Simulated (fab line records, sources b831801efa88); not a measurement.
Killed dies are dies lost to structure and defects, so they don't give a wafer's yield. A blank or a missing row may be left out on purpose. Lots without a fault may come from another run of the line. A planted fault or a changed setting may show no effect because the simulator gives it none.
fab line records | flow sky130
record lots=5 wafers=15 last_day=50
route steps=708 shown CONTACT@424 METAL1@434 PAD_OPEN@708
lots that met no fault: from a run of the same line without faults
start_h: hours from the record's first day to the start of the lot's first wafer shown | wait_h: hours since the lot's step before | " the same as in the row above | L1.1+2: a row that stands for several wafers | - no value, or no start given | * or withheld: withheld | < > ~ a bound
route shown NAME@n: a module of which the file shows steps, and the number in the route of the first | usual: mean/standard deviation of fault-free wafers | same: alike in all rows | chamber/n: place in a boat | sites: the reading at each site | _std_site: their standard deviation | _edge_site: outer sites' mean less inner sites' | radius_mm: how far each site lies from the wafer's centre | mask NAME#n: copy n | behind: the tool/chamber that last shaped the wafer | hold: why the lot was held/for how many hours/how that ended | device: the transistor (n, p or np) that didn't switch | end of line: the same wafers' tests at the end of the route | a step without rows: its recipe alone | killed: dies lost to structure and defects at the first sort, not the wafer's yield | map: a wafer's dies, x killed, . not, _ none there
set.NAME: the setting as run; set.NAME@STEP: as run at that earlier step | model.NAME: the simulator's own value behind a step, which no gauge read
lots at some steps of the route; a table a step, a row a wafer
services: from which hour (start_h, from the record's first day; less than 0 if before it) a tool's chamber was out of use, for how many hours, and why
## steps
# step SKY_CONTACT_ETCH_18
# recipe target=Si3N4 chemistry=CHF3/O2 stop_on=TiN source_w=600 bias_w=200 pressure_mtorr=40 chf3_flow_sccm=50 O2_flow_sccm=5 time_s=39 target_depth_a=750
# step SKY_CONTACT_STRIP_19
# recipe chemistry=O2/N2 power_w=1400 pressure_mtorr=1500 platen_temp_c=withheld o2_flow_sccm=3000 n2_flow_sccm=300 overash_fraction=0.5
# step SKY_CONTACT_STRIP_20
# recipe chemistry=post_etch_residue_remover time_s=1200 temp_c=72.5
# step SKY_CONTACT_CLEAN_21
# recipe chemistry=IPA time_s=180 temp_c=25
# step SKY_CONTACT_CLEAN_22
# recipe chemistry=O3/DIW dry=n2_spin
# step SKY_CONTACT_SPUTTER_23
# recipe material=TiN target_thk_nm=20 chamber_pressure_pa=5 power_w=4000 time_s=80
# usual cathode_dc_power_W=4000.0/0.73 throttle_valve_pct=29.9/0.95
# columns lot.wafer tool chamber start_h wait_h cathode_dc_power_W throttle_valve_pct
L440.1 pvd_sputter-02 - 732.35 0.0 4000.2 28.6
L440.2 " - " " 3999.8 30.4
L440.3 " - " " 3999.6 29.4
L447.1 pvd_sputter-03 - 788.40 0.0 4000.3 28.8
L447.3 " - " " 4000.5 30.1
L447.5 " - " " 4000.8 30.0
L456.4 pvd_sputter-04 - 858.55 0.0 3999.2 30.8
L456.5 " - " " 4000.0 28.8
L456.6 " - " " 4000.4 30.8
L461.3 pvd_sputter-03 - 900.62 0.0 3999.7 30.1
L461.5 " - " " 3999.1 31.1
L461.6 " - " " 4000.1 30.1
L462.1 pvd_sputter-03 - 904.54 0.0 4000.7 30.9
L462.2 " - " " 3999.5 30.1
L462.3 " - " " 3999.3 31.1
# step SKY_CONTACT_CVD_24
# recipe material=W target_thk_nm=340 time_s=102.12 temp_c=400 pressure_torr=40
# usual heater_power_w=847/32
# columns lot.wafer tool chamber start_h wait_h heater_power_w since_wet_clean_h
L440.1 cvd_w-01 0 732.41 0.0 881 828
L440.2 " 1 " " 813 828
L440.3 " 0 " " 884 -
L447.1 cvd_w-02 0 788.46 0.0 869 384
L447.3 " 0 " " 879 -
L447.5 " 1 " " 828 -
L456.4 cvd_w-02 0 858.65 0.1 879 -
L456.5 " 0 " " 867 -
L456.6 " 1 " " 820 -
L461.3 cvd_w-01 1 900.71 0.1 786 -
L461.5 " 1 " " 797 -
L461.6 " 0 " " 903 -
L462.1 cvd_w-02 0 904.60 0.0 875 501
L462.2 " 1 " " 843 501
L462.3 " 0 " " 872 -
# step SKY_CONTACT_RS_MEAS_25
# recipe thk_meas_gauge=four-point-probe reads=W_of_CONTACT_CVD_24+TiN_of_CONTACT_SPUTTER_23
# usual CONTACT_W_RS=0.336/0.0034
# columns lot.wafer tool chamber start_h wait_h CONTACT_W_RS[ohm/sq]
L440.1 film_metro-04 - 732.52 0.1 0.333
L440.2 " - " " 0.338
L440.3 " - " " 0.333
L447.1 film_metro-01 - 788.57 0.1 0.334
L447.3 " - " " 0.336
L447.5 " - " " 0.334
L456.4 film_metro-03 - 858.79 0.1 0.337
L456.5 " - " " 0.334
L456.6 " - " " 0.334
L461.3 film_metro-03 - 900.83 0.1 0.336
L461.5 " - " " 0.341
L461.6 " - " " 0.335
L462.1 film_metro-04 - 904.72 0.1 0.341
L462.2 " - " " 0.334
L462.3 " - " " 0.338
# step SKY_CONTACT_THK_MEAS_26
# recipe thk_meas_gauge=xrf reads=W_of_CONTACT_CVD_24
# usual CONTACT_W_THK=339/5.1
# columns lot.wafer tool chamber start_h wait_h CONTACT_W_THK[nm]
L440.1 film_metro-04 - 732.64 0.1 344
L440.2 " - " " 337
L440.3 " - " " 344
L447.1 film_metro-01 - 788.69 0.1 345
L447.3 " - " " 342
L447.5 " - " " 345
L456.4 film_metro-03 - 858.88 0.1 337
L456.5 " - " " 338
L456.6 " - " " 338
L461.3 film_metro-03 - 900.93 0.1 336
L461.5 " - " " 332
L461.6 " - " " 338
L462.1 film_metro-04 - 904.84 0.1 337
L462.2 " - " " 345
L462.3 " - " " 339
# step SKY_CONTACT_CMP_27
# recipe stop_on=SiO2 t_overpolish_s=15 down_force_psi=3.5 platen_rpm=60 target_thk_nm=0 pad_velocity_m_s=0.94248
# usual motor_current_A=11.0/1.5 overpolish_run_s=15.001/0.0089 slurry_filter_dp_kPa=13.49/0.15 time_to_endpoint_s=80/3.2
# columns lot.wafer tool chamber start_h wait_h motor_current_A overpolish_run_s slurry_filter_dp_kPa time_to_endpoint_s
L440.3 cmp-01 2 732.70 0.0 12.8 14.990 13.60 80
L440.2 " 3 " " 10.2 14.998 13.37 73
L440.1 " 1 " " 12.6 15.010 13.96 76
L447.1 cmp-02 1 788.75 0.1 10.4 15.005 13.59 83
L447.3 " 3 " " 9.5 14.988 13.57 80
L447.5 " 2 " " 13.3 15.006 13.72 87
L456.4 cmp-01 3 859.01 0.1 10.4 14.991 13.78 77
L456.6 " 1 " " 12.2 14.995 13.51 79
L456.5 " 2 " " 13.1 14.993 13.50 84
L461.3 cmp-02 0 900.97 0.0 9.9 14.992 13.43 84
L461.6 " 0 " " 9.3 15.022 13.74 85
L461.5 " 1 " " 10.9 15.006 13.27 75
L462.2 cmp-02 1 904.90 0.0 11.7 14.996 13.73 79
L462.3 " 2 " " 13.0 14.994 13.60 81
L462.1 " 3 " " 10.3 15.005 13.29 79
# step SKY_METAL1_SPUTTER_00
# recipe material=Ti target_thk_nm=15 power_w=3000 time_s=10 chamber_pressure_pa=0.4
# step SKY_METAL1_SPUTTER_01
# recipe material=TiN target_thk_nm=20 power_w=6500 time_s=16.7 chamber_pressure_pa=0.4
# step SKY_METAL1_SPUTTER_02
# recipe material=AlCu target_thk_nm=250 power_w=10600 time_s=13.3 chamber_pressure_pa=0.4
# usual cathode_dc_power_W=10600/1.9 throttle_valve_pct=29.5/0.83
# columns lot.wafer tool chamber start_h wait_h cathode_dc_power_W throttle_valve_pct model.AlCu_of_METAL1_SPUTTER_02.thk_nm
L440.1 pvd_sputter-02 - 733.05 0.0 10602 28.1 244.9
L440.2 " - " " 10602 30.2 248.1
L440.3 " - " " 10596 28.8 250.3
L447.1 pvd_sputter-01 - 789.10 0.0 10602 28.9 249.7
L447.3 " - " " 10598 29.1 253.1
L447.5 " - " " 10597 29.4 251.1
L456.4 pvd_sputter-02 - 859.25 0.0 10597 28.2 247.2
L456.5 " - " " 10601 30.2 246.9
L456.6 " - " " 10596 29.5 241.7
L461.3 pvd_sputter-04 - 901.31 0.0 10597 28.7 252.7
L461.5 " - " " 10602 28.6 253.5
L461.6 " - " " 10602 31.0 249.4
L462.1 pvd_sputter-01 - 905.24 0.0 10599 30.9 255.5
L462.2 " - " " 10600 29.3 255.4
L462.3 " - " " 10597 30.3 252.7
# step SKY_METAL1_SPUTTER_03
# recipe material=Ti target_thk_nm=5 power_w=3000 time_s=3.3 chamber_pressure_pa=0.4
# usual cathode_dc_power_W=3000.0/0.53 throttle_valve_pct=29.5/0.83
# columns lot.wafer tool chamber start_h wait_h cathode_dc_power_W throttle_valve_pct
L440.1 pvd_sputter-02 - 733.07 0.0 3000.7 28.1
L440.2 " - " " 3001.1 30.2
L440.3 " - " " 3000.1 29.0
L447.1 pvd_sputter-01 - 789.12 0.0 3000.1 28.7
L447.3 " - " " 2999.1 29.4
L447.5 " - " " 2999.5 29.4
L456.4 pvd_sputter-02 - 859.28 0.0 3000.3 27.8
L456.5 " - " " 3000.1 30.2
L456.6 " - " " 3000.2 29.6
L461.3 pvd_sputter-04 - 901.34 0.0 3000.3 28.7
L461.5 " - " " 3000.3 29.0
L461.6 " - " " 3000.2 31.1
L462.1 pvd_sputter-01 - 905.27 0.0 3000.4 30.5
L462.2 " - " " 2999.9 29.2
L462.3 " - " " 3000.7 30.2
# step SKY_METAL1_SPUTTER_04
# recipe material=TiN target_thk_nm=70 power_w=6500 time_s=58.3 chamber_pressure_pa=0.4
# usual cathode_dc_power_W=6499.9/1 throttle_valve_pct=29.5/0.84
# columns lot.wafer tool chamber start_h wait_h cathode_dc_power_W throttle_valve_pct
L440.1 pvd_sputter-02 - 733.09 0.0 6500.7 28.2
L440.2 " - " " 6499.8 30.2
L440.3 " - " " 6499.6 29.3
L447.1 pvd_sputter-01 - 789.14 0.0 6500.9 28.5
L447.3 " - " " 6500.2 29.4
L447.5 " - " " 6498.7 29.5
L456.4 pvd_sputter-02 - 859.30 0.0 6500.1 27.9
L456.5 " - " " 6501.7 30.2
L456.6 " - " " 6500.0 29.4
L461.3 pvd_sputter-04 - 901.36 0.0 6499.6 29.0
L461.5 " - " " 6500.7 28.7
L461.6 " - " " 6501.3 30.4
L462.1 pvd_sputter-01 - 905.29 0.0 6500.6 30.6
L462.2 " - " " 6501.2 29.4
L462.3 " - " " 6498.9 29.9
# step SKY_METAL1_RS_MEAS_05
# recipe thk_meas_gauge=four-point-probe reads=TiN_of_METAL1_SPUTTER_04+Ti_of_METAL1_SPUTTER_03+AlCu_of_METAL1_SPUTTER_02+TiN_of_METAL1_SPUTTER_01+Ti_of_METAL1_SPUTTER_00
# usual METAL1_ALCU_RS=0.1269/0.0014
# columns lot.wafer tool chamber start_h wait_h METAL1_ALCU_RS[ohm/sq]
L440.1 film_metro-03 - 733.14 0.0 0.1297
L440.2 " - " " 0.1279
L440.3 " - " " 0.1267
L447.1 film_metro-04 - 789.19 0.0 0.1272
L447.3 " - " " 0.1253
L447.5 " - " " 0.1262
L456.4 film_metro-02 - 859.40 0.1 0.1283
L456.5 " - " " 0.1284
L456.6 " - " " 0.1313
L461.3 film_metro-04 - 901.45 0.1 0.1255
L461.5 " - " " 0.1254
L461.6 " - " " 0.1273
L462.1 film_metro-04 - 905.33 0.0 0.1239
L462.2 " - " " 0.1240
L462.3 " - " " 0.1254
# step SKY_METAL1_THK_MEAS_06
# recipe thk_meas_gauge=xrf reads=AlCu_of_METAL1_SPUTTER_02
# usual METAL1_ALCU_THK=253/3.1
# columns lot.wafer tool chamber start_h wait_h METAL1_ALCU_THK[nm]
L440.1 film_metro-03 - 733.26 0.1 247
L440.2 " - " " 252
L440.3 " - " " 254
L447.1 film_metro-04 - 789.31 0.1 251
L447.3 " - " " 255
L447.5 " - " " 252
L456.4 film_metro-02 - 859.49 0.1 250
L456.5 " - " " 250
L456.6 " - " " 246
L461.3 film_metro-04 - 901.55 0.1 254
L461.5 " - " " 255
L461.6 " - " " 252
L462.1 film_metro-04 - 905.45 0.1 258
L462.2 " - " " 257
L462.3 " - " " 255
# step SKY_METAL1_DEHYDRATE_07
# recipe temp_c=200 time_s=60
# step SKY_METAL1_HMDS_08
# recipe prime_time_s=60 prime_temp_c=120
# step SKY_METAL1_COAT_09
# recipe resist=BARC temp_c=withheld time_s=withheld spin_rpm=3000 resist_thk_nm=60
# step SKY_METAL1_COAT_10
# recipe resist=KrF-thick spin_rpm=3000 resist_thk_nm=450
# step SKY_METAL1_SOFTBAKE_11
# recipe temp_c=100 time_s=90 resist=KrF-thick
# step SKY_METAL1_EXPOSE_12
# recipe mask_id=MM1 na=0.8 source_shape=annular sigma_inner=0.55 sigma_outer=0.85 target_cd_nm=140 dose_mj=28
# step SKY_METAL1_PEB_13
# recipe peb_temp_c=withheld peb_time_s=withheld resist=KrF-thick
# step SKY_METAL1_DEVELOP_14
# recipe develop_time_s=60 resist=KrF-thick dev_temp_c=21
# step SKY_METAL1_CD_MEAS_15
# recipe target_cd_nm=140
# usual cd_nm=140.1/1.6
# columns lot.wafer tool chamber start_h wait_h cd_nm
L440.1 cd_sem-02 - 760.54 - 136.8
L440.2 " - " " 136.2
L440.3 " - " " 136.6
L447.1 cd_sem-02 - 816.47 - 139.3
L447.3 " - " " 140.1
L447.5 " - " " 141.2
L456.4 cd_sem-01 - 885.55 - 140.1
L456.5 " - " " 140.2
L456.6 " - " " 140.0
L461.3 cd_sem-02 - 925.83 - 138.7
L461.5 " - " " 140.3
L461.6 " - " " 140.7
L462.1 cd_sem-02 - 929.94 - 142.2
L462.2 " - " " 140.1
L462.3 " - " " 140.9
# step SKY_METAL1_OVL_MEAS_16
# usual METAL1_OVL=-2/5.8
# columns lot.wafer tool chamber start_h wait_h METAL1_OVL[nm]
L440.1 overlay-01 - 760.66 0.1 4
L440.2 " - " " 0
L440.3 " - " " -1
L447.1 overlay-01 - 816.59 0.1 -1
L447.3 " - " " -6
L447.5 " - " " -4
L456.4 overlay-01 - 885.62 0.1 -12
L456.5 " - " " -11
L456.6 " - " " -7
L461.3 overlay-01 - 925.92 0.1 -3
L461.5 " - " " -1
L461.6 " - " " -5
L462.1 overlay-02 - 930.06 0.1 -3
L462.2 " - " " 5
L462.3 " - " " -2
# step SKY_METAL1_DESCUM_17
# recipe chemistry=O2 source_power_w=150 bias_power_w=0 pressure_mtorr=10 temp_c=40 time_s=8
# step SKY_METAL1_ETCH_18
# recipe chemistry=N2/H2 target=BARC ion_energy_ev=200 bias_w=100 pressure_mtorr=30 n2_flow_sccm=100 h2_flow_sccm=200 icp_w=500 stop_on=SiO2 time_s=45.9 target_depth_a=600
# step SKY_METAL1_METAL_ETCH_19
# recipe target_depth_a=3600 stop_on=SiO2 over_etch_frac=0.3 time_s=78 chemistry=Cl2/BCl3 resist_sidewall_deg=88 pressure_mtorr=10 icp_w=900 bias_w=48.5 Cl2_flow_sccm=60 bcl3_flow_sccm=30
# usual drypump_motor_current_A=6.0/0.4 he_backside_leak_sccm=3.36/0.22 oes_product_au=0.854/0.0062 rf_fwd_power_W=893/3 throttle_valve_pct=22.265/0.0086
# columns lot.wafer tool chamber start_h wait_h drypump_motor_current_A he_backside_leak_sccm oes_product_au rf_fwd_power_W rf_hours_counter_h throttle_valve_pct model.METAL1.feature_depth_nm model.etch.depth_nm
L440.1 rie_metal-02 1 760.79 0.0 6.3 3.44 0.842 892 2 22.255 353.9 353.9
L440.2 " 0 " " 6.2 3.05 0.856 891 5 22.250 356.3 356.3
L440.3 " 0 " " 6.1 3.00 0.861 895 - 22.270 359.1 359.1
L447.1 rie_metal-04 1 816.72 0.0 6.1 3.18 0.849 891 7 22.249 360.9 360.9
L447.3 " 1 " " 6.1 3.55 0.868 885 - 22.264 363.9 363.9
L447.5 " 1 " " 6.1 3.26 0.866 889 - 22.276 361.6 361.6
L456.4 rie_metal-02 1 885.77 0.1 6.3 3.54 0.853 890 - 22.255 356.2 356.2
L456.5 " 1 " " 6.3 3.67 0.855 889 - 22.254 356.3 356.3
L456.6 " 0 " " 6.1 3.05 0.868 896 - 22.274 369.9 369.9
L461.3 rie_metal-04 0 926.07 0.1 6.1 3.34 0.875 897 - 22.259 363 363
L461.5 " 0 " " 6.1 3.38 0.866 893 - 22.276 363.5 363.5
L461.6 " 1 " " 6.1 2.94 0.853 888 - 22.271 357.9 357.9
L462.1 rie_metal-02 1 930.19 0.0 6.3 3.73 0.864 893 10 22.270 365.2 365.2
L462.2 " 0 " " 6.2 3.12 0.861 892 12 22.260 364.8 364.8
L462.3 " 1 " " 6.3 3.65 0.860 893 - 22.270 361.8 361.8
# step SKY_METAL1_STRIP_20
# recipe chemistry=O2/N2 power_w=1400 pressure_mtorr=1500 platen_temp_c=withheld o2_flow_sccm=3000 n2_flow_sccm=300 overash_fraction=0.5
# step SKY_PAD_OPEN_PROBE_99
# usual defect_limited_yield=82.5/2 killed_at_M0_to_M3=42/6.6 killed_at_M4_up=3.1/1.9 killed_at_contacts=25/5.7 killed_at_front_end=16/5 killed_at_other=0.2/0.38 killed_dies=86/9.6 killed_open=47/7.2 killed_short=39/6.2 sort_bin_3_pad_short=0.9/0.44 sort_bin_5_function=10.3/1.5 sort_bin_6_memory=6.2/1.1 sort_n_pass=406/9.6 sort_yield_pct=82.5/2
# same gross_dies=492 killed_at_back_side=0 sort_bin_4_leakage[%]=0 sort_bin_8_speed[%]=0
# columns lot.wafer tool chamber start_h wait_h defect_limited_yield[%] killed_at_M0_to_M3 killed_at_M4_up killed_at_contacts killed_at_front_end killed_at_other killed_dies killed_open killed_short sort_bin_3_pad_short[%] sort_bin_5_function[%] sort_bin_6_memory[%] sort_n_pass sort_yield_pct[%] model.etest.met1.rs_ohm_sq
L440.1 prober-01 - 1074.69 0.1 83.7 32 2 22 24 0 80 48 32 0.8 9.8 5.7 412 83.7 0.1305
L440.2 prober-01 - 1074.74 0.1 81.5 40 4 31 16 0 91 54 37 0 14.4 4.1 401 81.5 0.1291
L440.3 prober-01 - 1074.79 0.2 82.5 39 3 23 21 0 86 48 38 0.4 11.4 5.7 406 82.5 0.1288
L447.1 prober-02 - 1118.86 0.1 80.1 49 5 29 15 0 98 54 44 1.8 11.0 7.1 394 80.1 0.1286
L447.3 prober-02 - 1118.96 0.2 82.9 42 2 26 14 0 84 42 42 1.6 10.0 5.5 408 82.9 0.1263
L447.5 prober-02 - 1119.06 0.2 82.9 38 1 24 21 0 84 54 30 0.6 10.4 6.1 408 82.9 0.1278
L456.4 prober-01 - 1167.89 0.2 84.1 45 0 19 14 0 78 40 38 0.6 8.7 6.5 414 84.1 0.1306
L456.5 prober-01 - 1167.94 0.2 82.9 39 4 20 21 0 84 35 49 1.8 9.8 5.5 408 82.9 0.13
L456.6 prober-01 - 1167.99 0.2 81.3 46 2 28 16 0 92 54 38 1.0 9.8 7.9 400 81.3 0.1331
L461.3 prober-02 - 1193.45 0.2 85.0 34 3 21 16 0 74 39 35 0.6 9.3 5.1 418 85.0 0.1265
L461.5 prober-02 - 1193.55 0.2 80.7 49 2 23 21 0 95 50 45 0.6 11.8 6.9 397 80.7 0.1277
L461.6 prober-02 - 1193.60 0.2 83.9 38 5 21 13 2 79 46 33 1.4 8.9 5.7 413 83.9 0.1285
L462.1 prober-01 - 1195.50 0.1 84.6 45 2 18 11 0 76 35 41 0.2 11.2 4.1 416 84.6 0.1268
L462.2 prober-01 - 1195.55 0.1 83.5 45 5 19 12 0 81 46 35 0.2 11.0 5.3 411 83.5 0.126
L462.3 prober-01 - 1195.60 0.2 81.1 48 4 21 20 0 93 41 52 1.6 11.4 5.9 399 81.1 0.1279
# killed by level:class
L440.1 VIA1:geometric_particle:open=8 LI_CONTACT:geometric_particle:open=7 FIELD_ISO:geometric_particle:short=6 POLY_GATE:geometric_particle:open=6 SPACER:geometric_particle:open=6 CONTACT:geometric_particle:open=6 VIA2:geometric_particle:open=6 FIELD_ISO:geometric_particle:open=4
L440.2 CONTACT:geometric_particle:open=18 LI_CONTACT:geometric_particle:open=6 VIA2:geometric_particle:open=6 VIA2:geometric_particle:short=6 FIELD_ISO:geometric_particle:short=5 VIA1:geometric_particle:open=5 FIELD_ISO:geometric_particle:open=4 LOCAL_INTERCONNECT:geometric_particle:short=4
L440.3 CONTACT:geometric_particle:open=10 VIA1:geometric_particle:open=10 LI_CONTACT:geometric_particle:open=7 VIA2:geometric_particle:open=6 VIA3:geometric_particle:open=5 POLY_GATE:geometric_particle:short=4 SPACER:geometric_particle:short=4 METAL2:geometric_particle:short=4
L447.1 CONTACT:geometric_particle:open=12 VIA1:geometric_particle:open=12 VIA2:geometric_particle:open=9 LI_CONTACT:geometric_particle:open=7 CONTACT:geometric_particle:short=7 METAL2:geometric_particle:short=7 VIA1:geometric_particle:short=5 VIA3:geometric_particle:short=5
L447.3 VIA1:geometric_particle:open=9 LI_CONTACT:geometric_particle:open=7 VIA2:geometric_particle:open=7 FIELD_ISO:geometric_particle:short=6 CONTACT:geometric_particle:open=6 METAL1:geometric_particle:short=6 VIA1:geometric_particle:short=6 LOCAL_INTERCONNECT:geometric_particle:short=4
L447.5 CONTACT:geometric_particle:open=15 VIA1:geometric_particle:open=10 VIA3:geometric_particle:open=9 FIELD_ISO:geometric_particle:short=6 METAL2:geometric_particle:short=5 VIA2:geometric_particle:open=5 FIELD_ISO:geometric_particle:open=4 CONTACT:geometric_particle:short=4
L456.4 VIA1:geometric_particle:open=10 METAL2:geometric_particle:short=7 VIA1:geometric_particle:short=6 LI_CONTACT:geometric_particle:open=5 CONTACT:geometric_particle:open=5 CONTACT:geometric_particle:short=4 METAL1:geometric_particle:short=4 VIA2:geometric_particle:open=4
L456.5 POLY_GATE:geometric_particle:short=9 METAL2:geometric_particle:short=7 CONTACT:geometric_particle:short=7 VIA1:geometric_particle:open=7 VIA1:geometric_particle:short=7 CONTACT:geometric_particle:open=5 VIA2:geometric_particle:open=5 LOCAL_INTERCONNECT:geometric_particle:short=4
L456.6 CONTACT:geometric_particle:open=16 VIA1:geometric_particle:open=13 LI_CONTACT:geometric_particle:open=6 VIA2:geometric_particle:short=6 POLY_GATE:geometric_particle:short=5 VIA1:geometric_particle:short=5 METAL2:geometric_particle:short=5 VIA3:geometric_particle:open=5
L461.3 VIA3:geometric_particle:open=12 CONTACT:geometric_particle:open=11 FIELD_ISO:geometric_particle:open=7 METAL2:geometric_particle:short=4 LOCAL_INTERCONNECT:geometric_particle:short=4 METAL1:geometric_particle:short=4 VIA3:geometric_particle:short=4 POLY_GATE:geometric_particle:short=3
L461.5 VIA1:geometric_particle:open=9 LI_CONTACT:geometric_particle:open=7 CONTACT:geometric_particle:open=7 METAL1:geometric_particle:short=7 VIA1:geometric_particle:short=7 FIELD_ISO:geometric_particle:open=5 CONTACT:geometric_particle:short=5 METAL2:geometric_particle:short=5
L461.6 LI_CONTACT:geometric_particle:open=10 VIA1:geometric_particle:open=9 VIA1:geometric_particle:short=7 METAL1:geometric_particle:short=5 CONTACT:geometric_particle:open=5 VIA2:geometric_particle:open=5 METAL3:geometric_particle:short=5 VIA3:geometric_particle:open=5
L462.1 METAL1:geometric_particle:short=10 VIA2:geometric_particle:open=9 CONTACT:geometric_particle:open=8 VIA1:geometric_particle:open=7 FIELD_ISO:geometric_particle:short=5 CONTACT:geometric_particle:short=4 METAL2:geometric_particle:short=4 VIA2:geometric_particle:short=4
L462.2 VIA3:geometric_particle:open=10 VIA2:geometric_particle:open=9 LI_CONTACT:geometric_particle:open=7 VIA1:geometric_particle:open=7 CONTACT:geometric_particle:open=5 VIA1:geometric_particle:short=5 FIELD_ISO:geometric_particle:short=4 METAL2:geometric_particle:short=4
L462.3 VIA1:geometric_particle:open=13 METAL2:geometric_particle:short=9 FIELD_ISO:geometric_particle:short=6 POLY_GATE:geometric_particle:short=6 CONTACT:geometric_particle:open=6 METAL1:geometric_particle:short=6 VIA2:geometric_particle:short=6 LOCAL_INTERCONNECT:geometric_particle:short=5
## services
# columns tool chamber start_h hours kind
cmp-02 - 711.00 5.0 repair
cmp-02 - 720.97 1.5 repair
cvd_w-02 - 730.63 2.8 pm
cvd_w-01 - 734.74 1.7 repair
cmp-02 - 744.86 4.0 pm
cvd_w-02 1 752.33 4.6 repair
cmp-01 - 760.72 2.7 pm
pvd_sputter-02 - 770.07 2.0 repair
pvd_sputter-04 - 780.42 2.2 repair
rie_metal-02 - 781.20 1.4 pm
pvd_sputter-01 - 791.37 15.1 repair
pvd_sputter-01 - 795.19 0.5 repair
pvd_sputter-04 - 814.06 4.8 repair
pvd_sputter-03 - 827.06 14.2 repair
cvd_w-02 0 833.48 6.2 repair
pvd_sputter-03 - 834.33 1.8 repair
pvd_sputter-03 - 844.26 2.0 repair
pvd_sputter-03 - 852.36 2.8 repair
cvd_w-02 1 886.28 8.1 repair
cmp-02 - 887.97 0.3 repair
pvd_sputter-04 - 888.09 2.7 repair
pvd_sputter-02 - 898.85 0.9 repair
pvd_sputter-03 - 907.52 4.1 repair
cmp-02 - 911.49 7.9 pm
## key
first_sign step=SKY_METAL1_RS_MEAS_05 reading=METAL1_ALCU_RS direction=up sigmas=3.1 usual=0.1269 struck=0.1313
effect none on later readings
model_effect step=SKY_METAL1_SPUTTER_02 value=AlCu_of_METAL1_SPUTTER_02.thk_nm without=249.9 struck=241.7
model_effect step=SKY_METAL1_METAL_ETCH_19 value=METAL1.feature_depth_nm without=358 struck=369.9
model_effect step=SKY_PAD_OPEN_PROBE_99 value=etest.met1.rs_ohm_sq without=0.1286 struck=0.1331
met_at SKY_METAL1_SPUTTER_02
struck_wafers L456.6
fault kind=process_parameter_drift tool=pvd_sputter-02 chamber=- onset_h=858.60 steps=SKY_METAL1_SPUTTER_02 channel=time_s offset=* shape=step end_h=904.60 acts_in=* stated=* scope=struck_wafers_only
